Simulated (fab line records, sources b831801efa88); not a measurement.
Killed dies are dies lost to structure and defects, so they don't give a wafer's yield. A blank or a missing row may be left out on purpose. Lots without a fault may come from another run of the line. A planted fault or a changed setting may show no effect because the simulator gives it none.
fab line records | flow sky130
record lots=15 wafers=45 last_day=50
route steps=708 shown GATE_OXIDE@197 POLY_GATE@205 VIA1@458
lots that met no fault: from a run of the same line without faults
start_h: hours from the record's first day to the start of the lot's first wafer shown | wait_h: hours since the lot's step before | " the same as in the row above | L1.1+2: a row that stands for several wafers | - no value, or no start given | * or withheld: withheld | < > ~ a bound
route shown NAME@n: a module of which the file shows steps, and the number in the route of the first | usual: mean/standard deviation of fault-free wafers | same: alike in all rows | chamber/n: place in a boat | sites: the reading at each site | _std_site: their standard deviation | _edge_site: outer sites' mean less inner sites' | radius_mm: how far each site lies from the wafer's centre | mask NAME#n: copy n | behind: the tool/chamber that last shaped the wafer | hold: why the lot was held/for how many hours/how that ended | device: the transistor (n, p or np) that didn't switch | end of line: the same wafers' tests at the end of the route | a step without rows: its recipe alone | killed: dies lost to structure and defects at the first sort, not the wafer's yield | map: a wafer's dies, x killed, . not, _ none there
set.NAME: the setting as run; set.NAME@STEP: as run at that earlier step | model.NAME: the simulator's own value behind a step, which no gauge read
steps of the route over a sample of lots; a table a step, a row a wafer
services: from which hour (start_h, from the record's first day; less than 0 if before it) a tool's chamber was out of use, for how many hours, and why
## steps
# step SKY_GATE_OXIDE_OVL_MEAS_10
# usual GATE_OXIDE_OVL=1.7/1.5
# columns lot.wafer tool chamber start_h wait_h GATE_OXIDE_OVL[nm]
L771.1 overlay-01 - 315.99 0.1 1.0
L771.3 " - " " 2.1
L771.6 " - " " 4.9
L774.2 overlay-02 - 339.35 0.1 0.7
L774.3 " - " " 0.9
L774.4 " - " " -0.1
L773.2 overlay-02 - 339.63 0.1 4.0
L773.3 " - " " 1.0
L773.5 " - " " 2.7
L775.1 overlay-01 - 344.27 0.1 3.1
L775.5 " - " " 0.7
L775.6 " - " " 2.5
L776.2 overlay-02 - 353.98 0.1 1.8
L776.3 " - " " 1.8
L776.4 " - " " 1.2
L777.1 overlay-02 - 362.66 0.1 4.6
L777.2 " - " " 1.4
L777.3 " - " " 2.2
L781.3 overlay-02 - 398.29 0.1 0.3
L781.4 " - " " 3.0
L781.5 " - " " 1.8
L782.2 overlay-02 - 402.60 0.1 1.3
L782.3 " - " " -0.1
L782.5 " - " " -1.9
L784.2 overlay-02 - 416.90 0.1 3.8
L784.4 " - " " 4.2
L784.6 " - " " 2.4
L785.1 overlay-02 - 424.81 0.1 3.1
L785.3 " - " " 1.1
L785.4 " - " " 3.9
L786.2 overlay-01 - 434.01 0.1 -1.5
L786.3 " - " " 0.2
L786.6 " - " " 0.0
L787.1 overlay-01 - 442.14 0.1 0.7
L787.2 " - " " 0.4
L787.4 " - " " 1.6
L788.2 overlay-01 - 450.73 0.1 2.1
L788.4 " - " " 1.8
L788.6 " - " " 3.0
L790.3 overlay-01 - 465.55 0.1 -1.7
L790.4 " - " " -0.7
L790.5 " - " " -1.6
L793.1 overlay-02 - 492.76 0.1 2.5
L793.3 " - " " 3.3
L793.5 " - " " 3.3
# step SKY_POLY_GATE_THK_MEAS_01
# recipe reads=poly-Si_of_POLY_GATE_CVD_00
# usual POLY_GATE_CVD_00_THK=181.1/1.4
# columns lot.wafer tool chamber start_h wait_h POLY_GATE_CVD_00_THK[nm]
L771.1 film_metro-01 - 324.49 0.0 181.7
L771.3 " - " " 180.5
L771.6 " - " " 182.7
L774.2 film_metro-04 - 342.75 0.0 181.4
L774.3 " - " " 180.1
L774.4 " - " " 180.0
L773.2 film_metro-04 - 344.29 0.0 181.6
L773.3 " - " " 180.5
L773.5 " - " " 182.4
L775.1 film_metro-04 - 348.12 0.0 179.2
L775.5 " - " " 179.5
L775.6 " - " " 179.5
L776.2 film_metro-04 - 357.31 0.0 183.1
L776.3 " - " " 181.6
L776.4 " - " " 182.3
L777.1 film_metro-04 - 366.60 0.0 181.6
L777.2 " - " " 182.4
L777.3 " - " " 182.1
L781.3 film_metro-04 - 401.53 0.0 182.1
L781.4 " - " " 182.6
L781.5 " - " " 181.6
L782.2 film_metro-01 - 407.21 0.0 183.1
L782.3 " - " " 184.5
L782.5 " - " " 185.2
L784.2 film_metro-02 - 420.63 0.0 182.4
L784.4 " - " " 182.1
L784.6 " - " " 182.1
L785.1 film_metro-01 - 428.38 0.0 180.8
L785.3 " - " " 179.5
L785.4 " - " " 180.4
L786.2 film_metro-02 - 437.26 0.0 183.4
L786.3 " - " " 180.8
L786.6 " - " " 179.5
L787.1 film_metro-01 - 446.60 0.0 177.6
L787.2 " - " " 177.3
L787.4 " - " " 179.1
L788.2 film_metro-02 - 454.58 0.0 180.9
L788.4 " - " " 179.9
L788.6 " - " " 179.4
L790.3 film_metro-04 - 469.94 0.0 180.1
L790.4 " - " " 181.2
L790.5 " - " " 180.6
L793.1 film_metro-02 - 495.99 0.0 179.7
L793.3 " - " " 179.8
L793.5 " - " " 179.6
# step SKY_POLY_GATE_THK_MEAS_21
# recipe reads=SiO2_of_POLY_GATE_OXIDATION_20
# usual POLY_GATE_OXIDATION_THK=3.99/0.074
# columns lot.wafer tool chamber start_h wait_h POLY_GATE_OXIDATION_THK[nm]
L771.1 film_metro-02 - 383.20 0.0 4.08
L771.3 " - " " 4.08
L771.6 " - " " 4.05
L774.2 film_metro-01 - 404.48 0.0 3.99
L774.3 " - " " 3.98
L774.4 " - " " 3.91
L773.2 film_metro-01 - 406.22 0.0 3.99
L773.3 " - " " 3.97
L773.5 " - " " 3.92
L775.1 film_metro-04 - 410.80 0.0 3.95
L775.5 " - " " 3.85
L775.6 " - " " 3.85
L776.2 film_metro-04 - 420.68 0.0 4.05
L776.3 " - " " 4.14
L776.4 " - " " 4.11
L777.1 film_metro-02 - 429.05 0.0 4.02
L777.2 " - " " 4.00
L777.3 " - " " 3.98
L781.3 film_metro-01 - 467.21 0.0 3.92
L781.4 " - " " 3.82
L781.5 " - " " 3.92
L782.2 film_metro-02 - 472.29 0.0 4.08
L782.3 " - " " 4.05
L782.5 " - " " 4.02
L784.2 film_metro-04 - 485.76 0.0 4.03
L784.4 " - " " 4.00
L784.6 " - " " 4.01
L785.1 film_metro-04 - 493.81 0.0 4.13
L785.3 " - " " 4.03
L785.4 " - " " 4.05
L786.2 film_metro-02 - 502.01 0.0 3.93
L786.3 " - " " 3.94
L786.6 " - " " 3.89
L787.1 film_metro-02 - 511.21 0.0 4.06
L787.2 " - " " 4.09
L787.4 " - " " 4.08
L788.2 film_metro-01 - 520.36 0.0 4.00
L788.4 " - " " 3.96
L788.6 " - " " 4.00
L790.3 film_metro-01 - 535.10 0.0 4.02
L790.4 " - " " 4.07
L790.5 " - " " 4.01
L793.1 film_metro-01 - 563.30 0.0 3.93
L793.3 " - " " 4.01
L793.5 " - " " 3.90
# step SKY_VIA1_HDPCVD_00
# recipe material=SiO2 target_thk_nm=1030 sigma_open_frac=0.3 time_s=171.7 temp_c=400 sih4_flow_sccm=60 pressure_mtorr=6
# columns lot.wafer tool chamber start_h wait_h
L771.1+3+6 hdpcvd-02 0,1,1 777.84 0.0
L774.2+3+4 hdpcvd-01 1,2,1 795.09 0.0
L773.2+3+5 hdpcvd-01 1,2,1 797.61 0.0
L775.1+5+6 hdpcvd-01 0,1,2 801.07 0.0
L776.2+3+4 hdpcvd-02 1,2,2 812.01 0.0
L777.1+2+3 hdpcvd-02 2,1,0 817.83 0.0
L781.3+4+5 hdpcvd-01 1,2,1 851.78 0.0
L782.2+3+5 hdpcvd-01 2,1,0 855.34 0.0
L784.2+4+6 hdpcvd-02 0,0,1 863.24 0.0
L785.1+3+4 hdpcvd-01 0,1,2 874.51 0.0
L786.2+3+6 hdpcvd-02 2,0,2 879.51 0.0
L787.1+2+4 hdpcvd-02 2,1,2 886.74 0.0
L788.2+4+6 hdpcvd-01 0,0,2 891.99 0.0
L790.3+4+5 hdpcvd-01 2,0,1 907.91 0.0
L793.1+3+5 hdpcvd-01 2,0,1 930.64 0.0
# step SKY_VIA1_THK_MEAS_01
# recipe reads=SiO2_of_VIA1_HDPCVD_00
# usual VIA1_HDPCVD_THK=1036/12
# columns lot.wafer tool chamber start_h wait_h VIA1_HDPCVD_THK[nm]
L771.1 film_metro-02 - 777.96 0.1 1042
L771.3 " - " " 1048
L771.6 " - " " 1055
L774.2 film_metro-02 - 795.22 0.1 1025
L774.3 " - " " 1035
L774.4 " - " " 1030
L773.2 film_metro-04 - 797.73 0.1 1029
L773.3 " - " " 1041
L773.5 " - " " 1035
L775.1 film_metro-01 - 801.19 0.1 1008
L775.5 " - " " 1013
L775.6 " - " " 1025
L776.2 film_metro-02 - 812.13 0.1 1059
L776.3 " - " " 1050
L776.4 " - " " 1043
L777.1 film_metro-01 - 817.94 0.1 1048
L777.2 " - " " 1056
L777.3 " - " " 1050
L781.3 film_metro-01 - 851.92 0.1 1026
L781.4 " - " " 1040
L781.5 " - " " 1031
L782.2 film_metro-01 - 855.47 0.1 1036
L782.3 " - " " 1027
L782.5 " - " " 1022
L784.2 film_metro-01 - 863.37 0.1 377
L784.4 " - " " 377
L784.6 " - " " 1031
L785.1 film_metro-04 - 874.62 0.1 1034
L785.3 " - " " 1033
L785.4 " - " " 1048
L786.2 film_metro-02 - 879.67 0.1 377
L786.3 " - " " 1059
L786.6 " - " " 1035
L787.1 film_metro-01 - 886.85 0.1 1027
L787.2 " - " " 364
L787.4 " - " " 368
L788.2 film_metro-04 - 892.11 0.1 1016
L788.4 " - " " 1037
L788.6 " - " " 1038
L790.3 film_metro-04 - 908.04 0.1 1052
L790.4 " - " " 1029
L790.5 " - " " 1045
L793.1 film_metro-02 - 930.76 0.1 1041
L793.3 " - " " 1007
L793.5 " - " " 1023
## services
# columns tool chamber start_h hours kind
hdpcvd-01 0 767.37 4.1 repair
hdpcvd-01 - 784.27 2.8 pm
hdpcvd-02 - 789.15 1.0 repair
hdpcvd-01 - 849.09 0.2 repair
hdpcvd-01 0 903.85 4.0 repair
hdpcvd-02 0 906.57 13.5 repair
## key
first_sign step=SKY_VIA1_THK_MEAS_01 reading=VIA1_HDPCVD_THK direction=down sigmas=53 usual=1036 struck=372
effect none on later readings
met_at SKY_VIA1_HDPCVD_00
struck_lots L784,L786,L787
struck_wafers L784.2,L784.4,L786.2,L787.2,L787.4
sort_left_out L784.2,L784.4,L786.2,L787.2,L787.4
not_acting_at SKY_GATE_OXIDE_OVL_MEAS_10,SKY_POLY_GATE_THK_MEAS_01,SKY_POLY_GATE_THK_MEAS_21
onset_between 817.83 863.24
fault kind=process_parameter_drift tool=hdpcvd-02 chamber=- onset_h=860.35 steps=SKY_VIA1_HDPCVD_00 channel=target_thk_nm offset=-659.31 shape=step end_h=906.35 scope=struck_wafers_only acts_in=these_recipes_only stated=1030
# sort_left_out: the simulated sort isn't trusted on such a fault, so these wafers' sort isn't shown, and their yield isn't known
